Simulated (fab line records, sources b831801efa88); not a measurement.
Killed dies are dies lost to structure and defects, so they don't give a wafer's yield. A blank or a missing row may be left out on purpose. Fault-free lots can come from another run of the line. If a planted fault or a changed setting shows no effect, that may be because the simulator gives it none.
fab line records / flow gf180mcu / part 2 of 2: steps 25 to 34 of 34
[record] lots = 5 wafers = 15 lastDay = 34
route steps=602 shown V3@445 M4@456 V4@476
lots with no fault: from the same line, run without faults
startH: hours from the record's first day to the start of the lot's first wafer shown / waitH: time in hours since the lot's previous step / " unchanged from the row above / L1.1+2: several wafers, shown together as one row / - no value present, or no start provided / * or withheld: withheld / < > ~ a bound
route shown NAME@n: NAME is a module with steps in the file, n the number in the route of the first one / usual: mean and standard deviation over wafers with no fault / same: alike in all rows / chamber/n: place in a boat / sites: per-site readings / _std_site: their standard deviation / _edge_site: inner sites' mean taken away from outer sites' mean / radiusMm: for every site, how far away it sits from the centre of the wafer / mask NAME#n: copy n / behind: the most recent tool/chamber to have shaped the wafer / hold: the reason the lot was held/the length of the hold in hours/how it ended / device: transistor that didn't switch, given as n, p or np / end of line: at the end of the route, the tests of the same wafers / step lacking rows: just its recipe / killed: count of dies lost to structure and defects at first sort (not the wafer's yield) / map: the dies of a wafer, with x for killed, . for not killed, _ for no die there
set.NAME: setting as actually run; set.NAME@STEP: the setting as run at that earlier step / model.NAME: the simulator's own value behind a step, which no gauge read
certain route steps with their lots: each step a table, each wafer a row
services: the hour from which a tool's chamber was out of use, counted from the record's first day as startH (under 0 if before that day), plus the number of hours and why
[[steps]]
[step GF_M4_DEVELOP_13]
[recipe] developTimeS = 60 devTempC = 21
[usual] exhaustPa = 45.0/0.86
lot.wafer=L081.2 tool=lithoTrack-02 chamber=0 startH=594.46 waitH=0.2 exhaustPa=44.4
lot.wafer=L081.3 tool=lithoTrack-02 chamber=0 startH=594.46 waitH=0.2 exhaustPa=46.2
lot.wafer=L081.6 tool=lithoTrack-02 chamber=0 startH=594.46 waitH=0.2 exhaustPa=46.1
lot.wafer=L085.1 tool=lithoTrack-01 chamber=0 startH=621.37 waitH=0.2 exhaustPa=44.7
lot.wafer=L085.2 tool=lithoTrack-01 chamber=0 startH=621.37 waitH=0.2 exhaustPa=45.3
lot.wafer=L085.3 tool=lithoTrack-01 chamber=0 startH=621.37 waitH=0.2 exhaustPa=45.3
lot.wafer=L087.1 tool=lithoTrack-04 chamber=0 startH=644.04 waitH=0.2 exhaustPa=44.6
lot.wafer=L087.2 tool=lithoTrack-04 chamber=0 startH=644.04 waitH=0.2 exhaustPa=45.1
lot.wafer=L087.6 tool=lithoTrack-04 chamber=0 startH=644.04 waitH=0.2 exhaustPa=44.7
lot.wafer=L095.1 tool=lithoTrack-02 chamber=0 startH=701.88 waitH=0.2 exhaustPa=44.0
lot.wafer=L095.2 tool=lithoTrack-02 chamber=0 startH=701.88 waitH=0.2 exhaustPa=44.0
lot.wafer=L095.6 tool=lithoTrack-02 chamber=0 startH=701.88 waitH=0.2 exhaustPa=45.9
lot.wafer=L096.2 tool=lithoTrack-02 chamber=0 startH=705.41 waitH=0.2 exhaustPa=45.4
lot.wafer=L096.3 tool=lithoTrack-02 chamber=0 startH=705.41 waitH=0.2 exhaustPa=44.9
lot.wafer=L096.6 tool=lithoTrack-02 chamber=0 startH=705.41 waitH=0.2 exhaustPa=44.3
[step GF_M4_CD_MEAS_14]
[recipe] targetCdNm = 280
[usual] cdNm = 279.8/1.1
lot.wafer=L081.2 tool=cdSem-01 chamber=- startH=594.60 waitH=0.1 cdNm=279.4
lot.wafer=L081.3 tool=cdSem-01 chamber=- startH=594.60 waitH=0.1 cdNm=280.1
lot.wafer=L081.6 tool=cdSem-01 chamber=- startH=594.60 waitH=0.1 cdNm=279.4
lot.wafer=L085.1 tool=cdSem-01 chamber=- startH=621.52 waitH=0.1 cdNm=280.2
lot.wafer=L085.2 tool=cdSem-01 chamber=- startH=621.52 waitH=0.1 cdNm=280.9
lot.wafer=L085.3 tool=cdSem-01 chamber=- startH=621.52 waitH=0.1 cdNm=280.0
lot.wafer=L087.1 tool=cdSem-01 chamber=- startH=644.19 waitH=0.1 cdNm=277.5
lot.wafer=L087.2 tool=cdSem-01 chamber=- startH=644.19 waitH=0.1 cdNm=279.0
lot.wafer=L087.6 tool=cdSem-01 chamber=- startH=644.19 waitH=0.1 cdNm=278.8
lot.wafer=L095.1 tool=cdSem-02 chamber=- startH=702.06 waitH=0.2 cdNm=277.3
lot.wafer=L095.2 tool=cdSem-02 chamber=- startH=702.06 waitH=0.2 cdNm=279.0
lot.wafer=L095.6 tool=cdSem-02 chamber=- startH=702.06 waitH=0.2 cdNm=279.0
lot.wafer=L096.2 tool=cdSem-01 chamber=- startH=705.55 waitH=0.1 cdNm=279.4
lot.wafer=L096.3 tool=cdSem-01 chamber=- startH=705.55 waitH=0.1 cdNm=280.0
lot.wafer=L096.6 tool=cdSem-01 chamber=- startH=705.55 waitH=0.1 cdNm=281.6
[step GF_M4_OVL_MEAS_15]
[usual] M4_OVL = 2/5.7
lot.wafer=L081.2 tool=overlay-01 chamber=- startH=594.71 waitH=0.1 M4_OVL[nm]=4
lot.wafer=L081.3 tool=overlay-01 chamber=- startH=594.71 waitH=0.1 M4_OVL[nm]=-5
lot.wafer=L081.6 tool=overlay-01 chamber=- startH=594.71 waitH=0.1 M4_OVL[nm]=0
lot.wafer=L085.1 tool=overlay-01 chamber=- startH=621.64 waitH=0.1 M4_OVL[nm]=4
lot.wafer=L085.2 tool=overlay-01 chamber=- startH=621.64 waitH=0.1 M4_OVL[nm]=4
lot.wafer=L085.3 tool=overlay-01 chamber=- startH=621.64 waitH=0.1 M4_OVL[nm]=-6
lot.wafer=L087.1 tool=overlay-01 chamber=- startH=644.31 waitH=0.1 M4_OVL[nm]=-5
lot.wafer=L087.2 tool=overlay-01 chamber=- startH=644.31 waitH=0.1 M4_OVL[nm]=-4
lot.wafer=L087.6 tool=overlay-01 chamber=- startH=644.31 waitH=0.1 M4_OVL[nm]=-3
lot.wafer=L095.1 tool=overlay-02 chamber=- startH=702.18 waitH=0.1 M4_OVL[nm]=2
lot.wafer=L095.2 tool=overlay-02 chamber=- startH=702.18 waitH=0.1 M4_OVL[nm]=5
lot.wafer=L095.6 tool=overlay-02 chamber=- startH=702.18 waitH=0.1 M4_OVL[nm]=-1
lot.wafer=L096.2 tool=overlay-02 chamber=- startH=705.66 waitH=0.1 M4_OVL[nm]=6
lot.wafer=L096.3 tool=overlay-02 chamber=- startH=705.66 waitH=0.1 M4_OVL[nm]=3
lot.wafer=L096.6 tool=overlay-02 chamber=- startH=705.66 waitH=0.1 M4_OVL[nm]=9
[step GF_M4_METAL_ETCH_16]
[recipe] chemistry = Cl2/BCl3 maskMaterial = KrF targetDepthNm = 627.5 stopOn = SiO2 pressureMtorr = 8 icpW = 800 biasW = 140 Cl2_flow_sccm = 80 bcl3FlowSccm = 40 timeS = 104.6
[usual] drypumpMotorCurrentA = 5.5/0.35 heBacksideLeakSccm = 3.4/0.33 oesProductAu = 0.972/0.0056 throttleValvePct = 28.250/0.01
lot.wafer=L081.2 tool=rieMetal-03 chamber=0 startH=594.74 waitH=0.0 drypumpMotorCurrentA=5.3 heBacksideLeakSccm=3.2 oesProductAu=0.980 rfHoursCounterH=3.1 throttleValvePct=28.261
lot.wafer=L081.3 tool=rieMetal-03 chamber=0 startH=594.74 waitH=0.0 drypumpMotorCurrentA=5.4 heBacksideLeakSccm=3.2 oesProductAu=0.964 rfHoursCounterH=- throttleValvePct=28.248
lot.wafer=L081.6 tool=rieMetal-03 chamber=1 startH=594.74 waitH=0.0 drypumpMotorCurrentA=6.3 heBacksideLeakSccm=3.7 oesProductAu=0.973 rfHoursCounterH=- throttleValvePct=28.251
lot.wafer=L085.1 tool=rieMetal-01 chamber=0 startH=621.68 waitH=0.0 drypumpMotorCurrentA=5.2 heBacksideLeakSccm=3.3 oesProductAu=0.975 rfHoursCounterH=5.3 throttleValvePct=28.233
lot.wafer=L085.2 tool=rieMetal-01 chamber=1 startH=621.68 waitH=0.0 drypumpMotorCurrentA=5.7 heBacksideLeakSccm=3.5 oesProductAu=0.967 rfHoursCounterH=2.3 throttleValvePct=28.259
lot.wafer=L085.3 tool=rieMetal-01 chamber=1 startH=621.68 waitH=0.0 drypumpMotorCurrentA=5.7 heBacksideLeakSccm=3.5 oesProductAu=0.963 rfHoursCounterH=- throttleValvePct=28.253
lot.wafer=L087.1 tool=rieMetal-04 chamber=0 startH=644.35 waitH=0.0 drypumpMotorCurrentA=5.5 heBacksideLeakSccm=3.2 oesProductAu=0.971 rfHoursCounterH=6.4 throttleValvePct=28.245
lot.wafer=L087.2 tool=rieMetal-04 chamber=1 startH=644.35 waitH=0.0 drypumpMotorCurrentA=5.2 heBacksideLeakSccm=3.1 oesProductAu=0.977 rfHoursCounterH=1.8 throttleValvePct=28.234
lot.wafer=L087.6 tool=rieMetal-04 chamber=0 startH=644.35 waitH=0.0 drypumpMotorCurrentA=5.5 heBacksideLeakSccm=3.3 oesProductAu=0.975 rfHoursCounterH=- throttleValvePct=28.256
lot.wafer=L095.1 tool=rieMetal-04 chamber=1 startH=702.22 waitH=0.0 drypumpMotorCurrentA=5.2 heBacksideLeakSccm=3.2 oesProductAu=0.964 rfHoursCounterH=4.0 throttleValvePct=28.246
lot.wafer=L095.2 tool=rieMetal-04 chamber=0 startH=702.22 waitH=0.0 drypumpMotorCurrentA=5.6 heBacksideLeakSccm=3.5 oesProductAu=0.977 rfHoursCounterH=8.6 throttleValvePct=28.250
lot.wafer=L095.6 tool=rieMetal-04 chamber=0 startH=702.22 waitH=0.0 drypumpMotorCurrentA=5.6 heBacksideLeakSccm=3.4 oesProductAu=0.969 rfHoursCounterH=- throttleValvePct=28.260
lot.wafer=L096.2 tool=rieMetal-01 chamber=0 startH=705.69 waitH=0.0 drypumpMotorCurrentA=5.2 heBacksideLeakSccm=3.5 oesProductAu=0.983 rfHoursCounterH=8.4 throttleValvePct=28.265
lot.wafer=L096.3 tool=rieMetal-01 chamber=1 startH=705.69 waitH=0.0 drypumpMotorCurrentA=5.7 heBacksideLeakSccm=3.7 oesProductAu=0.975 rfHoursCounterH=- throttleValvePct=28.263
lot.wafer=L096.6 tool=rieMetal-01 chamber=1 startH=705.69 waitH=0.0 drypumpMotorCurrentA=5.6 heBacksideLeakSccm=3.5 oesProductAu=0.970 rfHoursCounterH=- throttleValvePct=28.240
[step GF_M4_STRIP_17]
[recipe] chemistry = O2/N2 powerW = 1400 pressureMtorr = 1500 platenTempC = 250 o2FlowSccm = 3000 n2FlowSccm = 300 overashFraction = 0.5
[usual] drypumpMotorCurrentA = 5.6/0.57 heaterPowerW = 322/25 o2FlowSccm = 3003/9.3 oesProductAu = 0.558/0.0053 stripTimeToEndpointS = 7.88/0.035
lot.wafer=L081.2 tool=plasmaAsher-02 chamber=1 startH=594.85 waitH=0.1 drypumpMotorCurrentA=5.0 heaterPowerW=339 o2FlowSccm=2998 oesProductAu=0.558 rfHoursCounterH=48 stripTimeToEndpointS=7.87
lot.wafer=L081.3 tool=plasmaAsher-02 chamber=1 startH=594.85 waitH=0.1 drypumpMotorCurrentA=5.0 heaterPowerW=338 o2FlowSccm=3003 oesProductAu=0.559 rfHoursCounterH=- stripTimeToEndpointS=7.86
lot.wafer=L081.6 tool=plasmaAsher-02 chamber=0 startH=594.85 waitH=0.1 drypumpMotorCurrentA=5.3 heaterPowerW=315 o2FlowSccm=3003 oesProductAu=0.548 rfHoursCounterH=- stripTimeToEndpointS=7.89
lot.wafer=L085.1 tool=plasmaAsher-04 chamber=1 startH=621.79 waitH=0.1 drypumpMotorCurrentA=5.1 heaterPowerW=324 o2FlowSccm=3018 oesProductAu=0.561 rfHoursCounterH=88 stripTimeToEndpointS=7.88
lot.wafer=L085.2 tool=plasmaAsher-04 chamber=0 startH=621.79 waitH=0.1 drypumpMotorCurrentA=5.9 heaterPowerW=277 o2FlowSccm=2998 oesProductAu=0.559 rfHoursCounterH=88 stripTimeToEndpointS=7.89
lot.wafer=L085.3 tool=plasmaAsher-04 chamber=0 startH=621.79 waitH=0.1 drypumpMotorCurrentA=5.9 heaterPowerW=269 o2FlowSccm=3011 oesProductAu=0.558 rfHoursCounterH=- stripTimeToEndpointS=7.85
lot.wafer=L087.1 tool=plasmaAsher-04 chamber=0 startH=644.46 waitH=0.1 drypumpMotorCurrentA=5.9 heaterPowerW=275 o2FlowSccm=3003 oesProductAu=0.551 rfHoursCounterH=90 stripTimeToEndpointS=7.91
lot.wafer=L087.2 tool=plasmaAsher-04 chamber=1 startH=644.46 waitH=0.1 drypumpMotorCurrentA=5.1 heaterPowerW=323 o2FlowSccm=3004 oesProductAu=0.561 rfHoursCounterH=90 stripTimeToEndpointS=7.88
lot.wafer=L087.6 tool=plasmaAsher-04 chamber=1 startH=644.46 waitH=0.1 drypumpMotorCurrentA=5.1 heaterPowerW=324 o2FlowSccm=3000 oesProductAu=0.556 rfHoursCounterH=- stripTimeToEndpointS=7.87
lot.wafer=L095.1 tool=plasmaAsher-03 chamber=0 startH=702.33 waitH=0.1 drypumpMotorCurrentA=6.1 heaterPowerW=363 o2FlowSccm=3001 oesProductAu=0.554 rfHoursCounterH=26 stripTimeToEndpointS=7.93
lot.wafer=L095.2 tool=plasmaAsher-03 chamber=1 startH=702.33 waitH=0.1 drypumpMotorCurrentA=6.6 heaterPowerW=344 o2FlowSccm=3020 oesProductAu=0.564 rfHoursCounterH=26 stripTimeToEndpointS=7.94
lot.wafer=L095.6 tool=plasmaAsher-03 chamber=1 startH=702.33 waitH=0.1 drypumpMotorCurrentA=6.7 heaterPowerW=332 o2FlowSccm=3005 oesProductAu=0.552 rfHoursCounterH=- stripTimeToEndpointS=7.89
lot.wafer=L096.2 tool=plasmaAsher-03 chamber=0 startH=705.80 waitH=0.1 drypumpMotorCurrentA=6.1 heaterPowerW=359 o2FlowSccm=3001 oesProductAu=0.562 rfHoursCounterH=26 stripTimeToEndpointS=7.83
lot.wafer=L096.3 tool=plasmaAsher-03 chamber=1 startH=705.80 waitH=0.1 drypumpMotorCurrentA=6.7 heaterPowerW=334 o2FlowSccm=2997 oesProductAu=0.558 rfHoursCounterH=- stripTimeToEndpointS=7.86
lot.wafer=L096.6 tool=plasmaAsher-03 chamber=0 startH=705.80 waitH=0.1 drypumpMotorCurrentA=6.1 heaterPowerW=366 o2FlowSccm=2997 oesProductAu=0.556 rfHoursCounterH=- stripTimeToEndpointS=7.88
[step GF_M4_STRIP_18]
[recipe] chemistry = postEtchResidueRemover timeS = 1200 tempC = 72.5
lot.wafer=L081.2+3+6 tool=wetBench-04 chamber=0 startH=594.95 waitH=0.1
lot.wafer=L085.1+2+3 tool=wetBench-04 chamber=3 startH=621.89 waitH=0.1
lot.wafer=L087.1+2+6 tool=wetBench-04 chamber=3 startH=644.56 waitH=0.1
lot.wafer=L095.1+2+6 tool=wetBench-01 chamber=0 startH=702.43 waitH=0.1
lot.wafer=L096.2+3+6 tool=wetBench-04 chamber=2 startH=705.90 waitH=0.1
[step GF_M4_CLEAN_19]
[recipe] chemistry = DIW dry = n2Spin
lot.wafer=L081.2+3+6 tool=wetBench-02 chamber=2 startH=595.33 waitH=0.0
lot.wafer=L085.1+2+3 tool=wetBench-01 chamber=2 startH=622.23 waitH=0.0
lot.wafer=L087.1+2+6 tool=wetBench-02 chamber=1 startH=644.90 waitH=0.0
lot.wafer=L095.1+2+6 tool=wetBench-04 chamber=1 startH=702.80 waitH=0.0
lot.wafer=L096.2+3+6 tool=wetBench-01 chamber=0 startH=706.24 waitH=0.0
[step GF_V4_CVD_00]
[recipe] material = SiO2 targetThkNm = 600 sigmaOpenFrac = 0.3 tempC = 400 timeS = 100 sih4FlowSccm = 60 pressureMtorr = 6
[usual] susceptorTempC = 400.01/0.22
lot.wafer=L081.2 tool=hdpcvd-01 chamber=0 startH=595.43 waitH=0.0 susceptorTempC=399.97
lot.wafer=L081.3 tool=hdpcvd-01 chamber=0 startH=595.43 waitH=0.0 susceptorTempC=400.19
lot.wafer=L081.6 tool=hdpcvd-01 chamber=0 startH=595.43 waitH=0.0 susceptorTempC=399.62
lot.wafer=L085.1 tool=hdpcvd-01 chamber=0 startH=622.33 waitH=0.0 susceptorTempC=400.17
lot.wafer=L085.2 tool=hdpcvd-01 chamber=1 startH=622.33 waitH=0.0 susceptorTempC=399.98
lot.wafer=L085.3 tool=hdpcvd-01 chamber=2 startH=622.33 waitH=0.0 susceptorTempC=400.11
lot.wafer=L087.1 tool=hdpcvd-02 chamber=2 startH=644.99 waitH=0.0 susceptorTempC=400.07
lot.wafer=L087.2 tool=hdpcvd-02 chamber=0 startH=644.99 waitH=0.0 susceptorTempC=400.15
lot.wafer=L087.6 tool=hdpcvd-02 chamber=2 startH=644.99 waitH=0.0 susceptorTempC=399.80
lot.wafer=L095.1 tool=hdpcvd-02 chamber=1 startH=702.89 waitH=0.0 susceptorTempC=400.01
lot.wafer=L095.2 tool=hdpcvd-02 chamber=0 startH=702.89 waitH=0.0 susceptorTempC=400.04
lot.wafer=L095.6 tool=hdpcvd-02 chamber=2 startH=702.89 waitH=0.0 susceptorTempC=400.05
lot.wafer=L096.2 tool=hdpcvd-01 chamber=2 startH=706.34 waitH=0.0 susceptorTempC=400.05
lot.wafer=L096.3 tool=hdpcvd-01 chamber=0 startH=706.34 waitH=0.0 susceptorTempC=400.10
lot.wafer=L096.6 tool=hdpcvd-01 chamber=2 startH=706.34 waitH=0.0 susceptorTempC=400.12
[step GF_V4_THK_MEAS_01]
[recipe] reads = SiO2_of_V4_CVD_00
[usual] V4_CVD_00_THK = 602/5.5
lot.wafer=L081.2 tool=filmMetro-03 chamber=- startH=595.54 waitH=0.1 V4_CVD_00_THK[nm]=600
lot.wafer=L081.3 tool=filmMetro-03 chamber=- startH=595.54 waitH=0.1 V4_CVD_00_THK[nm]=604
lot.wafer=L081.6 tool=filmMetro-03 chamber=- startH=595.54 waitH=0.1 V4_CVD_00_THK[nm]=608
lot.wafer=L085.1 tool=filmMetro-03 chamber=- startH=622.40 waitH=0.0 V4_CVD_00_THK[nm]=602
lot.wafer=L085.2 tool=filmMetro-03 chamber=- startH=622.40 waitH=0.0 V4_CVD_00_THK[nm]=605
lot.wafer=L085.3 tool=filmMetro-03 chamber=- startH=622.40 waitH=0.0 V4_CVD_00_THK[nm]=597
lot.wafer=L087.1 tool=filmMetro-04 chamber=- startH=645.06 waitH=0.0 V4_CVD_00_THK[nm]=597
lot.wafer=L087.2 tool=filmMetro-04 chamber=- startH=645.06 waitH=0.0 V4_CVD_00_THK[nm]=604
lot.wafer=L087.6 tool=filmMetro-04 chamber=- startH=645.06 waitH=0.0 V4_CVD_00_THK[nm]=602
lot.wafer=L095.1 tool=filmMetro-03 chamber=- startH=702.96 waitH=0.0 V4_CVD_00_THK[nm]=607
lot.wafer=L095.2 tool=filmMetro-03 chamber=- startH=702.96 waitH=0.0 V4_CVD_00_THK[nm]=599
lot.wafer=L095.6 tool=filmMetro-03 chamber=- startH=702.96 waitH=0.0 V4_CVD_00_THK[nm]=607
lot.wafer=L096.2 tool=filmMetro-03 chamber=- startH=706.42 waitH=0.0 V4_CVD_00_THK[nm]=600
lot.wafer=L096.3 tool=filmMetro-03 chamber=- startH=706.42 waitH=0.0 V4_CVD_00_THK[nm]=607
lot.wafer=L096.6 tool=filmMetro-03 chamber=- startH=706.42 waitH=0.0 V4_CVD_00_THK[nm]=600
[step GF_V4_CVD_02]
[recipe] material = SiO2 targetThkNm = 850 precursor = TEOS tempC = 400 timeS = 94.851 rfW = 600
[usual] heaterPowerW = 666/95 susceptorTempC = 400.05/0.22
lot.wafer=L081.2 tool=pecvd-01 chamber=0 startH=595.59 waitH=0.0 heaterPowerW=736 susceptorTempC=400.16
lot.wafer=L081.3 tool=pecvd-01 chamber=2 startH=595.59 waitH=0.0 heaterPowerW=649 susceptorTempC=400.06
lot.wafer=L081.6 tool=pecvd-01 chamber=2 startH=595.59 waitH=0.0 heaterPowerW=516 susceptorTempC=400.10
lot.wafer=L085.1 tool=pecvd-03 chamber=0 startH=622.46 waitH=0.1 heaterPowerW=767 susceptorTempC=399.84
lot.wafer=L085.2 tool=pecvd-03 chamber=1 startH=622.46 waitH=0.1 heaterPowerW=804 susceptorTempC=399.96
lot.wafer=L085.3 tool=pecvd-03 chamber=2 startH=622.46 waitH=0.1 heaterPowerW=646 susceptorTempC=400.17
lot.wafer=L087.1 tool=pecvd-02 chamber=1 startH=645.12 waitH=0.1 heaterPowerW=558 susceptorTempC=400.25
lot.wafer=L087.2 tool=pecvd-02 chamber=0 startH=645.12 waitH=0.1 heaterPowerW=601 susceptorTempC=399.77
lot.wafer=L087.6 tool=pecvd-02 chamber=1 startH=645.12 waitH=0.1 heaterPowerW=580 susceptorTempC=400.06
lot.wafer=L095.1 tool=pecvd-02 chamber=0 startH=703.02 waitH=0.1 heaterPowerW=589 susceptorTempC=400.03
lot.wafer=L095.2 tool=pecvd-02 chamber=1 startH=703.02 waitH=0.1 heaterPowerW=534 susceptorTempC=399.52
lot.wafer=L095.6 tool=pecvd-02 chamber=1 startH=703.02 waitH=0.1 heaterPowerW=570 susceptorTempC=400.08
lot.wafer=L096.2 tool=pecvd-03 chamber=1 startH=706.47 waitH=0.0 heaterPowerW=777 susceptorTempC=399.77
lot.wafer=L096.3 tool=pecvd-03 chamber=0 startH=706.47 waitH=0.0 heaterPowerW=761 susceptorTempC=400.48
lot.wafer=L096.6 tool=pecvd-03 chamber=0 startH=706.47 waitH=0.0 heaterPowerW=796 susceptorTempC=400.25
[[services]]
tool=cmp-02 chamber=- startH=551.21 hours=0.2 kind=repair
tool=pecvd-03 chamber=2 startH=558.61 hours=3.5 kind=repair
tool=krfScanner-02 chamber=- startH=565.67 hours=1.3 kind=pm
tool=krfScanner-02 chamber=- startH=566.97 hours=1.0 kind=pm
tool=wetBench-04 chamber=- startH=567.74 hours=1.9 kind=pm
tool=pvdSputter-01 chamber=- startH=571.27 hours=7.4 kind=repair
tool=cmp-02 chamber=- startH=572.21 hours=4.0 kind=pm
tool=cvdW-01 chamber=- startH=577.28 hours=14.6 kind=pm
tool=krfScanner-02 chamber=- startH=580.66 hours=4.4 kind=pm
tool=hdpcvd-01 chamber=2 startH=581.67 hours=28.8 kind=repair
tool=pvdSputter-04 chamber=- startH=583.84 hours=14.3 kind=repair
tool=pvdSputter-03 chamber=- startH=629.16 hours=1.8 kind=repair
tool=pvdSputter-03 chamber=- startH=634.48 hours=7.4 kind=repair
tool=plasmaAsher-03 chamber=- startH=637.33 hours=4.2 kind=repair
tool=wetBench-01 chamber=- startH=650.56 hours=2.2 kind=repair
tool=plasmaAsher-03 chamber=- startH=652.72 hours=15.6 kind=pm
tool=wetBench-01 chamber=- startH=659.22 hours=2.3 kind=repair
tool=krfScanner-02 chamber=- startH=662.69 hours=3.9 kind=repair
tool=wetBench-01 chamber=- startH=670.10 hours=1.9 kind=repair
tool=plasmaAsher-03 chamber=- startH=680.19 hours=3.6 kind=repair
tool=krfScanner-02 chamber=- startH=682.58 hours=0.8 kind=pm
tool=krfScanner-02 chamber=- startH=684.89 hours=1.0 kind=repair
tool=pvdSputter-02 chamber=- startH=687.37 hours=6.2 kind=repair
tool=pvdSputter-04 chamber=- startH=699.92 hours=0.7 kind=repair
